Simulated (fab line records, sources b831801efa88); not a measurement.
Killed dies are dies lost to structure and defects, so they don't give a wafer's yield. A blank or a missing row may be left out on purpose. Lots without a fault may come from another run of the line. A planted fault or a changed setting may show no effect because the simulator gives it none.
fab line records | flow sky130
record lots=7 wafers=21 last_day=50
route steps=708 shown VIA3@591 METAL4@598 CAP2M@603 PAD_OPEN@708
lots that met no fault: from a run of the same line without faults
start_h: hours from the record's first day to the start of the lot's first wafer shown | wait_h: hours since the lot's step before | " the same as in the row above | L1.1+2: a row that stands for several wafers | - no value, or no start given | * or withheld: withheld | < > ~ a bound
route shown NAME@n: a module of which the file shows steps, and the number in the route of the first | usual: mean/standard deviation of fault-free wafers | same: alike in all rows | chamber/n: place in a boat | sites: the reading at each site | _std_site: their standard deviation | _edge_site: outer sites' mean less inner sites' | radius_mm: how far each site lies from the wafer's centre | mask NAME#n: copy n | behind: the tool/chamber that last shaped the wafer | hold: why the lot was held/for how many hours/how that ended | device: the transistor (n, p or np) that didn't switch | end of line: the same wafers' tests at the end of the route | a step without rows: its recipe alone | killed: dies lost to structure and defects at the first sort, not the wafer's yield | map: a wafer's dies, x killed, . not, _ none there
set.NAME: the setting as run; set.NAME@STEP: as run at that earlier step | model.NAME: the simulator's own value behind a step, which no gauge read
lots at some steps of the route; a table a step, a row a wafer
services: from which hour (start_h, from the record's first day; less than 0 if before it) a tool's chamber was out of use, for how many hours, and why
## steps
# step SKY_VIA3_CLEAN_18
# recipe chemistry=IPA time_s=180 temp_c=25
# step SKY_VIA3_CLEAN_19
# recipe chemistry=O3/DIW dry=n2_spin
# step SKY_VIA3_SPUTTER_20
# recipe material=TiN target_thk_nm=20 chamber_pressure_pa=5 power_w=4000 time_s=80
# step SKY_VIA3_CVD_21
# recipe material=W target_thk_nm=390 time_s=117.31 temp_c=400 pressure_torr=40
# usual chamber_pressure_Torr=40.00/0.085 heater_power_outer_w=488/41 heater_power_w=822/49
# columns lot.wafer tool chamber start_h wait_h chamber_pressure_Torr heater_power_outer_w heater_power_w
L708.1 cvd_w-02 0 940.54 0.0 40.03 472 835
L708.4 " 1 " " 40.05 452 778
L708.5 " 1 " " 39.96 463 771
L718.1 cvd_w-02 0 1001.06 0.0 40.09 467 830
L718.2 " 1 " " 40.01 464 794
L718.3 " 0 " " 40.11 477 886
L723.1 cvd_w-02 0 1029.58 0.0 40.03 494 852
L723.3 " 1 " " 39.85 467 786
L723.6 " 0 " " 39.86 469 860
L722.1 cvd_w-02 0 1033.05 0.0 39.98 486 850
L722.3 " 1 " " 39.85 478 788
L722.4 " 0 " " 39.96 501 863
L726.3 cvd_w-01 1 1052.78 0.1 39.87 592 920
L726.4 " 0 " " 39.93 487 792
L726.6 " 0 " " 40.06 490 757
L724.1 cvd_w-02 0 1056.62 0.0 39.96 485 822
L724.2 " 1 " " 39.88 459 782
L724.5 " 0 " " 39.82 484 829
L730.1 cvd_w-01 0 1074.01 0.0 40.03 498 802
L730.4 " 1 " " 40.07 599 906
L730.6 " 0 " " 39.95 477 787
# step SKY_VIA3_RS_MEAS_22
# recipe thk_meas_gauge=four-point-probe reads=W_of_VIA3_CVD_21+TiN_of_VIA3_SPUTTER_20
# usual VIA3_W_RS=0.293/0.0044
# columns lot.wafer tool chamber start_h wait_h VIA3_W_RS[ohm/sq]
L708.1 film_metro-03 - 940.66 0.1 0.290
L708.4 " - " " 0.301
L708.5 " - " " 0.296
L718.1 film_metro-04 - 1001.19 0.1 0.284
L718.2 " - " " 0.296
L718.3 " - " " 0.287
L723.1 film_metro-04 - 1029.70 0.1 0.288
L723.3 " - " " 0.298
L723.6 " - " " 0.291
L722.1 film_metro-04 - 1033.17 0.1 0.290
L722.3 " - " " 0.301
L722.4 " - " " 0.291
L726.3 film_metro-04 - 1052.90 0.1 0.296
L726.4 " - " " 0.302
L726.6 " - " " 0.302
L724.1 film_metro-03 - 1056.74 0.1 0.283
L724.2 " - " " 0.292
L724.5 " - " " 0.287
L730.1 film_metro-03 - 1074.13 0.1 0.295
L730.4 " - " " 0.293
L730.6 " - " " 0.299
# step SKY_VIA3_THK_MEAS_23
# recipe thk_meas_gauge=xrf reads=W_of_VIA3_CVD_21
# usual VIA3_W_THK=387/5.8
# columns lot.wafer tool chamber start_h wait_h VIA3_W_THK[nm]
L708.1 film_metro-03 - 940.78 0.1 391
L708.4 " - " " 375
L708.5 " - " " 385
L718.1 film_metro-04 - 1001.31 0.1 401
L718.2 " - " " 381
L718.3 " - " " 395
L723.1 film_metro-04 - 1029.82 0.1 396
L723.3 " - " " 385
L723.6 " - " " 391
L722.1 film_metro-04 - 1033.29 0.1 396
L722.3 " - " " 382
L722.4 " - " " 394
L726.3 film_metro-04 - 1053.00 0.1 386
L726.4 " - " " 378
L726.6 " - " " 380
L724.1 film_metro-03 - 1056.86 0.1 395
L724.2 " - " " 391
L724.5 " - " " 397
L730.1 film_metro-03 - 1074.25 0.1 383
L730.4 " - " " 387
L730.6 " - " " 377
# step SKY_VIA3_CMP_24
# recipe stop_on=SiO2 t_overpolish_s=20 down_force_psi=3.5 platen_rpm=60 target_thk_nm=0 pad_velocity_m_s=0.94248
# usual edge_zone_pressure_frac=0.999/0.0047 motor_current_A=10.6/0.79 overpolish_run_s=19.999/0.0089 time_to_endpoint_s=95.0/3
# columns lot.wafer tool chamber start_h wait_h edge_zone_pressure_frac motor_current_A overpolish_run_s time_to_endpoint_s
L708.4 cmp-02 0 940.89 0.1 1.000 10.2 20.008 95.3
L708.1 " 2 " " 1.000 11.1 19.999 98.2
L708.5 " 3 " " 0.998 9.4 19.997 94.8
L718.2 cmp-01 3 1001.37 0.0 0.998 11.7 19.999 96.6
L718.3 " 1 " " 1.000 11.4 19.999 100.0
L718.1 " 2 " " 0.998 10.9 19.999 97.8
L723.3 cmp-02 2 1029.88 0.0 1.007 11.4 19.993 95.1
L723.1 " 0 " " 0.998 10.4 19.999 95.2
L723.6 " 3 " " 1.006 8.8 19.993 92.5
L722.3 cmp-02 1 1033.49 0.2 0.995 11.5 19.996 92.0
L722.1 " 2 " " 0.990 10.9 19.991 97.1
L722.4 " 3 " " 0.990 9.4 20.008 95.8
L726.3 cmp-02 2 1053.04 0.0 1.000 10.6 19.985 93.8
L726.4 " 1 " " 0.997 11.9 19.989 96.7
L726.6 " 3 " " 0.996 9.3 20.005 90.7
L724.1 cmp-01 2 1056.97 0.1 1.009 11.1 20.001 99.1
L724.2 " 3 " " 1.000 11.9 19.994 93.5
L724.5 " 1 " " 0.994 11.6 20.013 97.6
L730.4 cmp-02 2 1074.41 0.1 1.006 10.7 20.011 95.2
L730.1 " 3 " " 0.997 9.3 20.011 92.1
L730.6 " 1 " " 0.992 11.2 20.001 90.8
# step SKY_METAL4_SPUTTER_00
# recipe material=Ti target_thk_nm=15 power_w=3000 time_s=10 chamber_pressure_pa=0.4
# step SKY_METAL4_SPUTTER_01
# recipe material=TiN target_thk_nm=20 power_w=6500 time_s=16.7 chamber_pressure_pa=0.4
# step SKY_METAL4_SPUTTER_02
# recipe material=AlCu target_thk_nm=735 power_w=10310 time_s=39.1 chamber_pressure_pa=0.4
# usual throttle_valve_pct=30.1/1.1
# columns lot.wafer tool chamber start_h wait_h throttle_valve_pct
L708.1 pvd_sputter-01 - 941.19 0.0 30.0
L708.4 " - " " 30.7
L708.5 " - " " 30.8
L718.1 pvd_sputter-04 - 1001.71 0.0 30.2
L718.2 " - " " 31.3
L718.3 " - " " 30.6
L723.1 pvd_sputter-01 - 1030.23 0.0 30.3
L723.3 " - " " 30.9
L723.6 " - " " 31.6
L722.1 pvd_sputter-02 - 1033.79 0.0 30.8
L722.3 " - " " 30.8
L722.4 " - " " 27.7
L726.3 pvd_sputter-04 - 1053.39 0.0 30.7
L726.4 " - " " 29.8
L726.6 " - " " 30.2
L724.1 pvd_sputter-02 - 1057.27 0.0 28.5
L724.2 " - " " 27.7
L724.5 " - " " 28.6
L730.1 pvd_sputter-02 - 1074.66 0.0 31.0
L730.4 " - " " 27.8
L730.6 " - " " 28.6
# step SKY_METAL4_SPUTTER_03
# recipe material=Ti target_thk_nm=5 power_w=3000 time_s=3.3 chamber_pressure_pa=0.4
# usual throttle_valve_pct=30.1/1.1
# columns lot.wafer tool chamber start_h wait_h throttle_valve_pct
L708.1 pvd_sputter-01 - 941.23 0.0 29.8
L708.4 " - " " 30.7
L708.5 " - " " 30.7
L718.1 pvd_sputter-04 - 1001.75 0.0 29.9
L718.2 " - " " 31.5
L718.3 " - " " 30.9
L723.1 pvd_sputter-01 - 1030.27 0.0 30.2
L723.3 " - " " 31.0
L723.6 " - " " 31.7
L722.1 pvd_sputter-02 - 1033.83 0.0 30.9
L722.3 " - " " 30.7
L722.4 " - " " 27.8
L726.3 pvd_sputter-04 - 1053.43 0.0 31.1
L726.4 " - " " 29.7
L726.6 " - " " 30.0
L724.1 pvd_sputter-02 - 1057.31 0.0 28.5
L724.2 " - " " 27.7
L724.5 " - " " 28.5
L730.1 pvd_sputter-02 - 1074.69 0.0 30.8
L730.4 " - " " 27.6
L730.6 " - " " 28.5
# step SKY_METAL4_SPUTTER_04
# recipe material=TiN target_thk_nm=70 power_w=6500 time_s=58.3 chamber_pressure_pa=0.4
# usual throttle_valve_pct=30.1/1.2
# columns lot.wafer tool chamber start_h wait_h throttle_valve_pct
L708.1 pvd_sputter-01 - 941.25 0.0 29.6
L708.4 " - " " 30.7
L708.5 " - " " 30.3
L718.1 pvd_sputter-04 - 1001.77 0.0 30.3
L718.2 " - " " 31.6
L718.3 " - " " 30.9
L723.1 pvd_sputter-01 - 1030.29 0.0 30.2
L723.3 " - " " 30.9
L723.6 " - " " 31.5
L722.1 pvd_sputter-02 - 1033.85 0.0 30.7
L722.3 " - " " 30.5
L722.4 " - " " 27.7
L726.3 pvd_sputter-04 - 1053.45 0.0 31.2
L726.4 " - " " 29.6
L726.6 " - " " 30.1
L724.1 pvd_sputter-02 - 1057.32 0.0 28.4
L724.2 " - " " 28.0
L724.5 " - " " 28.3
L730.1 pvd_sputter-02 - 1074.71 0.0 30.5
L730.4 " - " " 27.8
L730.6 " - " " 28.6
# step SKY_CAP2M_CVD_00
# recipe material=SiO2 target_thk_nm=15.5 temp_c=400 time_s=withheld rf_w=450
# usual heater_power_outer_w=426/66 heater_power_w=744/95
# columns lot.wafer tool chamber start_h wait_h heater_power_outer_w heater_power_w
L708.1 pecvd-04 2 941.29 0.0 451 770
L708.4 " 1 " " 302 563
L708.5 " 2 " " 448 796
L718.1 pecvd-01 2 1001.82 0.0 506 783
L718.2 " 0 " " 542 877
L718.3 " 0 " " 550 870
L723.1 pecvd-02 2 1030.33 0.0 - -
L723.3 " 0 " " - -
L723.6 " 2 " " - -
L722.1 pecvd-04 1 1033.90 0.0 - -
L722.3 " 2 " " - -
L722.4 " 1 " " - -
L726.3 pecvd-02 0 1053.50 0.0 - -
L726.4 " 0 " " - -
L726.6 " 2 " " - -
L724.1 pecvd-02 1 1057.37 0.0 453 784
L724.2 " 0 " " 486 763
L724.5 " 2 " " 350 685
L730.1 pecvd-02 1 1074.76 0.0 468 811
L730.4 " 1 " " 467 786
L730.6 " 2 " " 465 846
# step SKY_CAP2M_SPUTTER_02
# recipe material=TiN target_thk_nm=200 temp_c=300 power_w=6500 time_s=166.7 chamber_pressure_pa=0.4
# step SKY_PAD_OPEN_PROBE_99
# usual defect_limited_yield=82.6/1.9 killed_at_M0_to_M3=43/7.1 killed_at_M4_up=3.0/1.6 killed_at_contacts=24/5.3 killed_at_front_end=16/4.1 killed_at_other=0.5/0.82 killed_dies=86/9.4 killed_on_rim=17/4.1 killed_open=46/6.9 killed_short=39/6.5 sort_bin_3_pad_short=0.9/0.45 sort_bin_5_function=10.3/1.5 sort_bin_6_memory=6.2/1.1 sort_n_pass=406/9.4 sort_yield_pct=82.6/1.9
# same gross_dies=492 killed_at_back_side=0 sort_bin_4_leakage[%]=0 sort_bin_8_speed[%]=0
# columns lot.wafer tool chamber start_h wait_h defect_limited_yield[%] killed_at_M0_to_M3 killed_at_M4_up killed_at_contacts killed_at_front_end killed_at_other killed_dies killed_on_rim killed_open killed_short sort_bin_3_pad_short[%] sort_bin_5_function[%] sort_bin_6_memory[%] sort_n_pass sort_yield_pct[%]
L723.1 prober-02 - 1160.03 0.1 0 40 2 26 20 404 492 96 48 41 1.2 92.9 5.9 0 0
L723.3 prober-02 - 1160.13 0.2 0 40 1 23 11 417 492 96 46 29 0.6 92.5 6.9 0 0
L723.6 prober-02 - 1160.28 0.2 0 50 5 21 12 404 492 96 38 50 0.4 93.5 6.1 0 0
L722.1 prober-01 - 1162.29 0.1 0 35 4 23 13 417 492 96 38 37 0.6 94.1 5.3 0 0
L722.3 prober-01 - 1162.39 0.2 0 55 1 32 23 381 492 96 70 41 1.0 90.7 8.3 0 0
L722.4 prober-01 - 1162.44 0.2 0 47 4 11 10 420 492 96 30 42 0.4 93.7 5.9 0 0
L726.3 prober-02 - 1178.27 0.2 0 50 0 18 12 412 492 96 48 32 0.6 93.5 5.9 0 0
L726.4 prober-02 - 1178.32 0.2 0 49 2 23 10 408 492 96 46 38 0.8 93.3 5.9 0 0
L726.6 prober-02 - 1178.42 0.2 0 45 2 23 11 411 492 96 47 35 1.4 92.7 5.9 0 0
L724.1 prober-01 - 1180.72 0.1 80.9 42 3 26 22 1 94 18 56 35 1.4 12.2 5.5 398 80.9
L724.2 prober-01 - 1180.77 0.1 84.1 48 2 19 9 0 78 9 51 25 0.8 10.8 4.3 414 84.1
L724.5 prober-01 - 1180.92 0.2 83.1 43 0 26 14 0 83 19 47 35 0.4 12.0 4.5 409 83.1
# killed by level:class
L723.1 CAP2M:area_cvd=403 CONTACT:geometric_particle:open=10 VIA1:geometric_particle:open=9 LI_CONTACT:geometric_particle:open=8 VIA1:geometric_particle:short=6 CONTACT:geometric_particle:short=5 FIELD_ISO:geometric_particle:open=4 FIELD_ISO:geometric_particle:short=4
L723.3 CAP2M:area_cvd=417 VIA1:geometric_particle:open=10 VIA2:geometric_particle:open=10 CONTACT:geometric_particle:open=8 LI_CONTACT:geometric_particle:open=7 POLY_GATE:geometric_particle:short=4 CONTACT:geometric_particle:short=4 METAL1:geometric_particle:short=4
L723.6 CAP2M:area_cvd=404 METAL2:geometric_particle:short=10 VIA1:geometric_particle:short=8 VIA1:geometric_particle:open=8 VIA2:geometric_particle:open=7 CONTACT:geometric_particle:open=6 METAL4:geometric_particle:short=5 CONTACT:geometric_particle:short=5
L722.1 CAP2M:area_cvd=417 CONTACT:geometric_particle:open=13 VIA1:geometric_particle:open=8 METAL2:geometric_particle:short=5 VIA3:geometric_particle:short=5 POLY_GATE:geometric_particle:open=4 METAL4:geometric_particle:short=4 VIA2:geometric_particle:short=3
L722.3 CAP2M:area_cvd=381 CONTACT:geometric_particle:open=14 VIA1:geometric_particle:open=13 POLY_GATE:geometric_particle:open=10 VIA2:geometric_particle:open=10 LI_CONTACT:geometric_particle:open=9 VIA3:geometric_particle:open=7 CONTACT:geometric_particle:short=6
L722.4 CAP2M:area_cvd=420 VIA1:geometric_particle:open=13 METAL2:geometric_particle:short=7 VIA1:geometric_particle:short=5 VIA2:geometric_particle:open=4 METAL3:geometric_particle:short=4 FIELD_ISO:geometric_particle:short=3 LI_CONTACT:geometric_particle:short=3
L726.3 CAP2M:area_cvd=412 VIA1:geometric_particle:open=17 VIA3:geometric_particle:open=9 CONTACT:geometric_particle:open=7 METAL2:geometric_particle:short=6 VIA2:geometric_particle:open=6 METAL1:geometric_particle:short=5 LI_CONTACT:geometric_particle:open=4
L726.4 CAP2M:area_cvd=408 VIA1:geometric_particle:open=11 CONTACT:geometric_particle:open=9 VIA2:geometric_particle:open=8 METAL1:geometric_particle:short=6 METAL2:geometric_particle:short=6 CONTACT:geometric_particle:short=4 METAL3:geometric_particle:short=4
L726.6 CAP2M:area_cvd=410 VIA1:geometric_particle:open=11 CONTACT:geometric_particle:open=10 VIA2:geometric_particle:short=6 POLY_GATE:geometric_particle:short=5 LI_CONTACT:geometric_particle:open=5 CONTACT:geometric_particle:short=5 VIA2:geometric_particle:open=5
L724.1 CONTACT:geometric_particle:open=11 VIA3:geometric_particle:open=7 FIELD_ISO:geometric_particle:open=6 LI_CONTACT:geometric_particle:open=6 METAL2:geometric_particle:short=6 VIA2:geometric_particle:open=6 POLY_GATE:geometric_particle:open=5 VIA1:geometric_particle:open=5
L724.2 VIA3:geometric_particle:open=12 VIA1:geometric_particle:open=9 CONTACT:geometric_particle:open=8 VIA2:geometric_particle:open=8 LI_CONTACT:geometric_particle:open=6 METAL2:geometric_particle:short=5 VIA1:geometric_particle:short=4 POLY_GATE:geometric_particle:short=3
L724.5 VIA3:geometric_particle:open=11 VIA2:geometric_particle:open=9 LI_CONTACT:geometric_particle:short=8 CONTACT:geometric_particle:open=8 LI_CONTACT:geometric_particle:open=5 VIA1:geometric_particle:open=5 METAL2:geometric_particle:short=5 FIELD_ISO:geometric_particle:short=4
# map L722.1 (x killed, . not)
__________xxxxxxxxxx_________
________xxxxxxxxxxxxxx_______
______xxxxxxxxxxxxxxxxxx_____
_____xxxxxxxxxxxxxxxxxxxx____
____xxxxxxxxxxxxxxxxxxxxxx___
___xxxxxxxxxxxxxxxxxxxxxxxx__
__xxxxxxxxxxxxxxxxxxxxxxxxxx_
_xxxxxxxxxxxxxxxxxxxxxxxxxxxx
_xxxxxxxxxxxxxxxxxxxxxxxxxxxx
_xxxxxxxxxxxxxxxxxxxxxxxxxxxx
_xxxxxxxxxxxxxxxxxxxxxxxxxxxx
_xxxxxxxxxxxxxxxxxxxxxxxxxxxx
_xxxxxxxxxxxxxxxxxxxxxxxxxxxx
_xxxxxxxxxxxxxxxxxxxxxxxxxxxx
_xxxxxxxxxxxxxxxxxxxxxxxxxxxx
__xxxxxxxxxxxxxxxxxxxxxxxxxx_
___xxxxxxxxxxxxxxxxxxxxxxxx__
____xxxxxxxxxxxxxxxxxxxxxx___
_____xxxxxxxxxxxxxxxxxxxx____
______xxxxxxxxxxxxxxxxxx_____
________xxxxxxxxxxxxxx_______
__________xxxxxxxxxx_________
# map L723.1 (x killed, . not)
__________xxxxxxxxxx_________
________xxxxxxxxxxxxxx_______
______xxxxxxxxxxxxxxxxxx_____
_____xxxxxxxxxxxxxxxxxxxx____
____xxxxxxxxxxxxxxxxxxxxxx___
___xxxxxxxxxxxxxxxxxxxxxxxx__
__xxxxxxxxxxxxxxxxxxxxxxxxxx_
_xxxxxxxxxxxxxxxxxxxxxxxxxxxx
_xxxxxxxxxxxxxxxxxxxxxxxxxxxx
_xxxxxxxxxxxxxxxxxxxxxxxxxxxx
_xxxxxxxxxxxxxxxxxxxxxxxxxxxx
_xxxxxxxxxxxxxxxxxxxxxxxxxxxx
_xxxxxxxxxxxxxxxxxxxxxxxxxxxx
_xxxxxxxxxxxxxxxxxxxxxxxxxxxx
_xxxxxxxxxxxxxxxxxxxxxxxxxxxx
__xxxxxxxxxxxxxxxxxxxxxxxxxx_
___xxxxxxxxxxxxxxxxxxxxxxxx__
____xxxxxxxxxxxxxxxxxxxxxx___
_____xxxxxxxxxxxxxxxxxxxx____
______xxxxxxxxxxxxxxxxxx_____
________xxxxxxxxxxxxxx_______
__________xxxxxxxxxx_________
## services
# columns tool chamber start_h hours kind
pecvd-04 - 921.70 2.4 repair
cvd_w-01 - 939.65 28.1 pm
pecvd-02 - 943.47 5.3 repair
pvd_sputter-01 0 952.94 - consumable_replace:kit
pvd_sputter-01 0 952.94 18.0 scheduled_down
pvd_sputter-01 0 952.94 18.0 vent_cycle
pvd_sputter-02 - 963.74 3.7 repair
pecvd-01 1 968.87 29.5 repair
pecvd-01 2 978.82 18.8 repair
pecvd-01 - 979.02 0.6 repair
pecvd-04 - 1003.47 0.9 repair
pecvd-04 2 1004.24 4.9 repair
pvd_sputter-04 3 1005.55 - consumable_replace:kit
pvd_sputter-04 3 1005.55 18.0 scheduled_down
cmp-02 - 1022.08 1.4 repair
pvd_sputter-02 2 1033.90 - consumable_replace:kit
pvd_sputter-02 2 1033.90 18.0 scheduled_down
pvd_sputter-02 2 1033.90 18.0 vent_cycle
cvd_w-01 - 1038.93 6.0 pm
cmp-01 - 1040.37 1.5 repair
cmp-02 - 1046.99 1.3 repair
cvd_w-02 0 1058.14 11.7 repair
cmp-01 - 1062.29 2.8 repair
pecvd-01 - 1073.23 6.0 pm
## key
first_sign step=SKY_CAP2M_CVD_00 reading=tool_record direction=missing
effect step=SKY_PAD_OPEN_PROBE_99 reading=killed_at_other direction=up sigmas=99+ usual=0.5 struck=408.2
more_kills_born_at SKY_CAP2M_CVD_00@pecvd-02=2454 SKY_CAP2M_CVD_00@pecvd-04=1218
met_at SKY_CAP2M_CVD_00
struck_wafers L722.1,L722.3,L722.4,L723.1,L723.3,L723.6,L726.3,L726.4,L726.6
later_rows_left_out L722.1,L722.3,L722.4,L723.1,L723.3,L723.6,L726.3,L726.4,L726.6
onset_between 941.29 1030.33
fault kind=skipped_step_whole tool=pecvd-02,pecvd-04 chamber=- onset_h=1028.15 steps=SKY_CAP2M_CVD_00 scope=struck_lots_only
# later_rows_left_out: the simulator's readings of these wafers behind a module that went badly wrong aren't trusted and aren't shown, but for the sort
